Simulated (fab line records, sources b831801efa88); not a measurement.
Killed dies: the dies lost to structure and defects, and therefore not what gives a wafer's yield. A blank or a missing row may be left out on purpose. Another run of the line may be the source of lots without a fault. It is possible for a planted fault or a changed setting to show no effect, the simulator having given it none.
Which of the tools did it?    flow sky130    13 lots with 39 wafers sampled at 5 steps, on a route of 708 steps

WHAT THE GAUGES SHOWED, per wafer
SKY_VT_ADJUST_LVTN_TW_MEAS_21. Usual: VT_ADJUST_LVTN_2_TW typically reads 187.3, with standard deviation 1.7.
lot   measured      on             VT_ADJUST_LVTN_2_TW  flag
L308  day 7 20:04   film-metro-02  187.1 186.3 187.4    
L309  day 8 00:34   film-metro-02  190.4 190.2 190.4    
L310  day 8 04:55   film-metro-04  184.3 185.8 185.6    
L311  day 8 12:07   film-metro-02  189.4 189.7 191.1    
L312  day 8 20:25   film-metro-04  185.8 184.4 185.7    
L316  day 9 17:49   film-metro-03  187.4 187.5 187.7    
L318  day 10 15:20  film-metro-04  185.5 184.8 185.2    
L319  day 11 03:38  film-metro-04  185.0 185.3 186.4    
L322  day 11 20:38  film-metro-04  185.3 186.4 185.1    
L323  day 12 01:18  film-metro-02  189.5 189.1 189.4    
L324  day 12 13:58  film-metro-02  189.9 189.6 190.3    
L325  day 12 19:46  film-metro-03  188.2 187.8 188.6    
L327  day 13 04:18  film-metro-03  187.5 186.6 186.1    

SKY_VT_ADJUST_HVTR_CD_MEAS_07: the cd target is 380 nm. Usual: cd-nm at 380.4 nm, with a standard deviation of 2.
lot   measured      on         cd-nm (nm)         flag
L308  day 9 13:58   cd-sem-02  380.7 376.3 378.3  
L309  day 9 19:47   cd-sem-01  378.9 378.7 379.6  
L310  day 9 23:52   cd-sem-01  382.8 383.1 380.8  
L311  day 10 08:22  cd-sem-01  381.5 380.3 379.6  
L312  day 10 16:38  cd-sem-01  382.2 380.6 384.5  
L316  day 11 15:31  cd-sem-01  381.3 379.1 379.0  
L318  day 12 16:02  cd-sem-01  382.3 381.5 383.8  
L319  day 13 04:10  cd-sem-02  379.0 381.6 382.0  
L322  day 13 21:41  cd-sem-01  374.0 379.3 379.6  
L323  day 14 04:43  cd-sem-02  379.9 379.7 377.7  
L324  day 14 18:07  cd-sem-02  379.6 379.1 379.0  
L325  day 14 22:53  cd-sem-01  382.0 378.3 380.2  
L327  day 15 09:29  cd-sem-01  378.5 377.6 377.6  

SKY_VT_ADJUST_PCH_OVL_MEAS_07. Usual: VT_ADJUST_PCH_OVL typically reads -0.1 nm, with standard deviation 1.3.
lot   measured      on          VT_ADJUST_PCH_OVL (nm)  flag
L308  day 10 12:52  overlay-02  2.0 0.9 2.9             
L309  day 10 19:02  overlay-01  -1.9 -0.1 -1.5          
L310  day 10 22:52  overlay-01  -0.7 -0.1 -1.3          
L311  day 11 07:39  overlay-01  1.5 1.4 2.0             
L312  day 11 17:11  overlay-01  -0.7 -0.9 0.9           
L316  day 12 16:28  overlay-02  0.4 0.5 -0.6            
L318  day 13 17:47  overlay-01  -1.0 -0.1 -1.3          
L319  day 14 06:08  overlay-01  -0.9 -0.1 0.5           
L322  day 15 00:04  overlay-01  -1.0 -2.6 -1.3          
L323  day 15 08:04  overlay-01  -0.9 -1.1 -0.3          
L324  day 15 21:43  overlay-01  -1.2 -1.4 -0.3          
L325  day 16 02:34  overlay-01  -0.2 1.9 -0.9           
L327  day 16 13:20  overlay-01  -0.1 -0.8 0.9           

SKY_LDD_N_OVL_MEAS_07. Usual: LDD_N_OVL typically reads -1.0 nm, with standard deviation 1.3.
lot   measured      on          LDD_N_OVL (nm)  flag
L308  day 17 18:04  overlay-01  -1.2 -1.8 -2.5  
L309  day 18 03:13  overlay-02  -0.4 -2.6 -1.5  
L310  day 18 06:32  overlay-02  -0.4 -1.1 0.8   
L311  day 18 20:31  overlay-01  -3.5 -1.9 -2.9  
L312  day 19 09:52  overlay-01  -2.4 -1.4 -2.6  
L316  day 20 10:49  overlay-01  52.8 51.8 52.7  OFF
L318  day 21 16:26  overlay-02  54.2 54.2 52.8  OFF
L319  day 22 09:02  overlay-01  -0.8 -1.4 -0.4  
L322  day 23 02:22  overlay-01  -0.7 -2.0 -2.1  
L323  day 23 09:34  overlay-01  -0.4 0.0 -0.2   
L324  day 24 02:34  overlay-01  0.5 0.1 -2.3    
L325  day 24 06:22  overlay-01  -1.0 -1.4 -0.4  
L327  day 24 16:07  overlay-02  -0.8 -2.4 -2.2  

EACH LOT AND THE TOOL THAT RAN IT (in order: tool; ch and the chambers of the sampled wafers; start)
lot   SKY_LDD_N_EXPOSE_04
L308  iline-stepper-01 ch 0, day 17 03:50
L309  iline-stepper-02 ch 0, day 17 13:16
L310  iline-stepper-01 ch 0, day 17 16:30
L311  iline-stepper-01 ch 0, day 18 05:33
L312  iline-stepper-01 ch 0, day 18 19:01
L316  iline-stepper-02 ch 0, day 19 20:04
L318  iline-stepper-02 ch 0, day 21 01:21
L319  iline-stepper-01 ch 0, day 21 17:47
L322  iline-stepper-01 ch 0, day 22 11:11
L323  iline-stepper-01 ch 0, day 22 19:19
L324  iline-stepper-01 ch 0, day 23 11:16
L325  iline-stepper-01 ch 0, day 23 15:51
L327  iline-stepper-01 ch 0, day 24 01:53
- SKY_LDD_N_EXPOSE_04: exposes mask NTM, target cd 840 nm.

WHAT THE TOOLS THEMSELVES READ (means of the sampled wafers that have a number; where no wafer has one, the mark that the record gives instead)
The record holds no such reading with a usual standard deviation.

THE ANSWER, worked out from the rows above alone
Rule: take the mean of a lot's wafers that have a number; if it is more than 3 standard deviations from the usual mean, the lot is off. Also off: a lot with no number at a reading for which 4 or more lots have one. Any other lot the step has rows for is counted as sound. Order of review: gauges by route order, followed by the tools' own readings, for which a lot's mean as printed above is used. At the first step where some lot is off, the reading lying furthest off is the one used; lots without a number count as furthest.
Off: at SKY_LDD_N_OVL_MEAS_07 (LDD_N_OVL), L316, L318.
A tool fits if, at a process step before that reading, it ran every lot that is off, and no sound lot after the first of them. The gauges at SKY_LDD_N_OVL_MEAS_07 are tried like those tools. One fits: SKY_LDD_N_EXPOSE_04 on iline-stepper-02. A fault onset in the window from L309 (day 17 13:16, its last sound lot) to L316 (day 19 20:04, its first lot off) fits.

WHAT THE SIMULATOR PUT IN
Scanner matching overlay: iline-stepper-02, from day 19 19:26 on, at SKY_LDD_N_EXPOSE_04. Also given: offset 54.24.
Struck lots among those shown: L316, L318. This agrees with what the rule above found.
